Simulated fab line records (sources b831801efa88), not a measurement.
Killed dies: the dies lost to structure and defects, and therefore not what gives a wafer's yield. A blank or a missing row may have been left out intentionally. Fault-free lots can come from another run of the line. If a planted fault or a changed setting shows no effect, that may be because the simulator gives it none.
One fault through the eyes of 2 desks    flow gf180mcu    what lay behind the numbers comes last; until then each desk has only its own

## FOR THE TOOL OWNER'S DESK: litho-track-02
The tool's own readings at GF_M2_DEVELOP_13 (develop time 60 s): means of the sampled wafers that have a number, for each lot that ran on this tool. Any lot whose mean is over 4 standard deviations away from the usual mean is out of limits and marked OUT; that distance is given in the brackets.
Columns: A = chill-plate-temp-C at GF_M2_DEVELOP_13, usual 23.02 C
lot   first seen here  A
L643  day 19 19:54     23.05
L648  day 21 18:55     23.12
L655  day 24 04:39     23.05
L661  day 26 00:30     23.11
L665  day 27 08:34     23.09
Result from this desk: across the 5 lots, nothing is out of limits.

## METROLOGY DESK
What the gauges read, lot by lot, whatever tool the lot ran on: means of the sampled wafers that have a number. Any lot whose mean is over 4 standard deviations away from the usual mean is out of limits and marked OUT; that distance is given in the brackets.
Columns: A = cd-nm at GF_V1_CD_MEAS_14, usual 260.2 nm; B = V2_BOW at GF_V2_BOW_MEAS_05, usual 99 um
lot   first seen here  A      B
L643  day 18 18:21     261.7  93
L645  day 19 12:09     260.2  101
L647  day 20 02:58     259.8  98
L648  day 20 17:44     260.6  100
L651  day 21 14:20     258.1  112
L652  day 22 02:55     258.8  -
L653  day 22 08:16     260.1  -
L654  day 22 13:55     261.9  94
L655  day 23 04:37     262.7  92
L661  day 25 01:43     259.9  95
L662  day 25 08:22     258.5  108
L663  day 25 10:37     257.9  92
L664  day 25 16:28     259.6  101
L665  day 26 10:31     261.4  100
Result from this desk: across the 14 lots, nothing is out of limits.

## ALL TOGETHER
The desk of the tool owner found nothing out of limits.
From the metrology desk's view, nothing was out of limits.

## WHAT THE SIMULATOR HAD INSERTED
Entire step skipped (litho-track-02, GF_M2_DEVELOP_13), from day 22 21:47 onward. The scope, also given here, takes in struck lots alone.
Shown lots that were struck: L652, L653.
